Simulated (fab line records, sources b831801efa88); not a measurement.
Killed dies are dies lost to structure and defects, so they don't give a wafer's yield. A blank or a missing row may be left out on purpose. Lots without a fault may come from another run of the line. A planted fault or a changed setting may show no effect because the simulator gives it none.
Which tool did it? | flow sky130 | 6 lots, 18 wafers sampled, at 2 steps of a route of 708

WHAT THE GAUGES READ, wafer by wafer
SKY_LDD_P_TW_MEAS_11.
lot  | measured     | on            | LDD_P_TW
L624 | day 19 05:04 | film_metro-02 | 634.2 634.8 636.4
L630 | day 21 22:19 | film_metro-01 | 635.3 635.6 641.0
L632 | day 22 14:01 | film_metro-04 | 633.1 637.1 637.1
L638 | day 24 12:34 | film_metro-02 | 588.1 585.1 587.5
L640 | day 25 12:25 | film_metro-01 | 583.8 584.6 587.4
L644 | day 26 20:57 | film_metro-04 | 635.0 634.4 636.6

WHICH TOOL RAN EACH LOT (tool, then ch and the chambers of the sampled wafers, then the start)
lot  | SKY_LDD_P_IMPLANT_09
L624 | implanter-03 ch 0, day 19 04:49
L630 | implanter-04 ch 0, day 21 22:05
L632 | implanter-03 ch 0, day 22 13:47
L638 | implanter-03 ch 0, day 24 12:19
L640 | implanter-03 ch 0, day 25 12:11
L644 | implanter-04 ch 0, day 26 20:42
- SKY_LDD_P_IMPLANT_09

THE ANSWER, worked out from the rows above alone
Rule: what is usual is taken from the lots themselves. Put in order of their means at a reading, lots are off if they are a third of the lots or fewer, leave a main group of 4 or more, and stand apart from it by a gap of 3 or more times the standard deviation of the main group's means; of several such gaps the widest counts. A main group whose means are all the same, to the digits that the tables above print for the reading, isn't used. A lot without any number at a reading at which 4 lots or more have one is off too. The other lots that the step has rows for count as sound.
Off: L638, L640, at SKY_LDD_P_TW_MEAS_11 (LDD_P_TW). The main group: mean 635.9, standard deviation 0.85.
A tool fits if, at a process step before that reading, it ran every lot that is off, and no sound lot after the first of them. The gauges at SKY_LDD_P_TW_MEAS_11 are tried like those tools. One fits: implanter-03 at SKY_LDD_P_IMPLANT_09. Its last sound lot is L632 (day 22 13:47), its first lot that is off L638 (day 24 12:19): a fault that began between those two fits.

WHAT THE SIMULATOR HAD PUT IN
Process parameter drift: implanter-03, from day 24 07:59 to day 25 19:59, at SKY_LDD_P_IMPLANT_09. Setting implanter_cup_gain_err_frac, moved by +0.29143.
Lots struck among those shown: L638, L640. The rule above found the same.
